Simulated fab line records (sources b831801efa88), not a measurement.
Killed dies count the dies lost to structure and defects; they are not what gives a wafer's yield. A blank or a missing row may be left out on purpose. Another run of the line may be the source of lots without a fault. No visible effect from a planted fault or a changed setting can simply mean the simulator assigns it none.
8D (eight disciplines) problem report, filled in by code | flow gf180mcu | the parts of the form that need people (team, actions taken, sign-off) are left out

## 1. WHAT IS WRONG
V5_CVD_00_THK at GF_V5_THK_MEAS_01 reads a mean of 360 nm on 1 wafer of 1 lot; wafers without a fault read 299 nm with a standard deviation of 3.7. That puts it +16 standard deviations away from the usual mean.
First observed at day 28 01:35: wafer L644.6, on film-metro-01. The record has a number at this step for 31 wafers belonging to 11 lots. Rule for "out" (also "out of limits"): further than 4 standard deviations from the usual mean. All remaining wafers that have a number are taken as sound.

## 2. WHAT IT IS AND WHAT IT IS NOT
question                    | is                     | is not
which readings at this step | V5_CVD_00_THK          | -
which lots                  | L644                   | L640, L641, L642, L649, L652, L653, L655, L656, L660, L663
which wafers of those lots  | all that have a number | -
read on which gauges        | film-metro-01          | film-metro-03, film-metro-04
when                        | from day 28 01:35      | up to then (9 sound wafers); but 21 sound wafers of L649, L652, L653, L655, L656, L660, L663 came after

## 3. THE SUSPECTS, EACH WITH WHAT RULES IT OUT
Counting: a tool at a process step up to the reading stays a suspect if it ran every lot that is out and no sound lot after the first of them.
- the gauge at GF_V5_THK_MEAS_01: ruled out. All the wafers that are out were read on film-metro-01, but those of them that GF_V5_CVD_00 has rows for are out there too, on other tools.
- rie-diel-02 at GF_M5_ETCH_09 (etches Si3N4 in CF4/O2, target depth 52 nm, time 11.6 s): ruled out as a lasting fault. The sound lots L649, L656 went through it after L644, its earliest lot that is out (day 28 00:49).
- hdpcvd-02 at GF_V5_CVD_00 (deposits SiO2, target thk 300 nm, time 50 s): kept. It ran the lot that is out, L644 (day 28 01:31), and no sound lot after that; its last sound lot up to then is L640 (day 26 09:14). Its own sih4-flow-sccm readings are out on those wafers.
Remaining after the count: hdpcvd-02 at GF_V5_CVD_00.

## 4. THE CAUSE (what the simulator had put in)
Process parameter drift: hdpcvd-02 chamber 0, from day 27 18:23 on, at GF_V5_CVD_00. Setting sih4-flow-sccm, moved by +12, from 60. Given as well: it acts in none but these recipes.
Counting left only this tool.

## 5. SEQUENCE OF EFFECTS, ordered by route
Each row: a reading where the mean over the struck wafers with a number is more than 3 standard deviations away from the usual. Only readings whose record carries a usual standard deviation are examined. hours: median over the lots of the time between each lot's start at the first step of this table that gives one and its start at this step. sigmas: the change, counted in usual standard deviations.
hours | step              | reading        | usual      | on struck wafers | change | sigmas
0     | GF_V5_CVD_00      | sih4-flow-sccm | 60.02 sccm | 72.23            | +12.21 | +76
0     | GF_V5_THK_MEAS_01 | V5_CVD_00_THK  | 299 nm     | 360              | +61    | +16
Process steps it contains:
- GF_V5_CVD_00: deposits SiO2, target thk 300 nm, time 50 s.
Later steps that measure or inspect, where all struck wafers having a row at the step show a number for every such reading and not one has moved that far: GF_V5_THK_MEAS_03.

## 6. WHAT WOULD HAVE CAUGHT IT SOONER
7 hours passed between the start of the fault at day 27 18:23 and the first reading out of limits at a measuring or inspecting step in this record, taken at day 28 01:35.
The tool's own readings at GF_V5_CVD_00 were out on every struck wafer that the step has a row for (sih4-flow-sccm): an alarm limit on them would have fired on the first of those.
By day 28 01:35 the whole set of lots that are out, 1 in number, had already begun GF_V5_CVD_00 on hdpcvd-02. Had the tool been put on hold then, not one of them would have been saved.
